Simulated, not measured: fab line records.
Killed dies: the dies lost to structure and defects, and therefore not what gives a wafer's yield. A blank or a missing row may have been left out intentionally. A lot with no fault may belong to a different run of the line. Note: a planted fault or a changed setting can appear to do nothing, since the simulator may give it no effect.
Which tool did it?	flow gf180mcu	21 wafers from 7 lots sampled at 2 of the route's 602 steps

## WHAT THE GAUGES READ, wafer by wafer
GF_NSD_CD_MEAS_07 targets a cd of 400 nm.
lot	measured	on	cdNm (nm)
L700	day 13 16:50	cdSem-01	401.5 402.3 401.7
L703	day 14 19:29	cdSem-02	401.5 400.4 397.7
L706	day 15 22:05	cdSem-02	397.8 398.8 395.2
L711	day 17 16:20	cdSem-01	373.3 373.4 373.7
L713	day 18 04:00	cdSem-02	376.2 377.8 377.0
L717	day 19 17:10	cdSem-01	402.7 402.8 401.8
L722	day 21 11:15	cdSem-02	397.1 398.4 397.0

## WHAT TOOL EACH LOT RAN ON (gives the tool, then ch and the chambers of the sampled wafers, and finally the start)
lot	GF_NSD_EXPOSE_04
L700	ilineStepper-02 ch 0, day 13 06:56
L703	ilineStepper-01 ch 0, day 14 09:13
L706	ilineStepper-01 ch 0, day 15 10:33
L711	ilineStepper-02 ch 0, day 17 04:41
L713	ilineStepper-02 ch 0, day 17 16:25
L717	ilineStepper-01 ch 0, day 19 05:02
L722	ilineStepper-01 ch 0, day 20 23:49
- GF_NSD_EXPOSE_04: exposes mask Nplus, target cd 400 nm.

## THE ANSWER, worked out from the rows above alone
Rule: the usual values come from the lots themselves. The widest of any qualifying gaps counts: lots, ordered by their means at a reading, are off when they make up no more than a third of the lots, leave a main group of 4 or more, and stand apart from it by 3 or more times the standard deviation of that group's means. If all means in a main group match to the digits the tables above print for the reading, that group is not used. Also off: a lot with no number at a reading for which 4 or more lots have one. The other lots that the step has rows for count as sound.
Off: L711, L713, at GF_NSD_CD_MEAS_07 (cdNm). The main group has a mean of 399.8 nm with a standard deviation of 2.1.
If a tool, at a process step before that reading, ran all the lots that are off and no sound lot after the first of them, it fits. The gauges at GF_NSD_CD_MEAS_07 are tried like those tools. One candidate fits, namely ilineStepper-02 at GF_NSD_EXPOSE_04. A fault onset in the window from L700 (day 13 06:56, its last sound lot) to L711 (day 17 04:41, its first lot off) fits.

## WHAT THE SIMULATOR HAD PUT IN
Process parameter drift: ilineStepper-02, from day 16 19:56 on, at GF_NSD_EXPOSE_04. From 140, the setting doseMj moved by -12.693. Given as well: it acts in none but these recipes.
Lots struck among those shown: L711, L713. This agrees with what the rule above found.
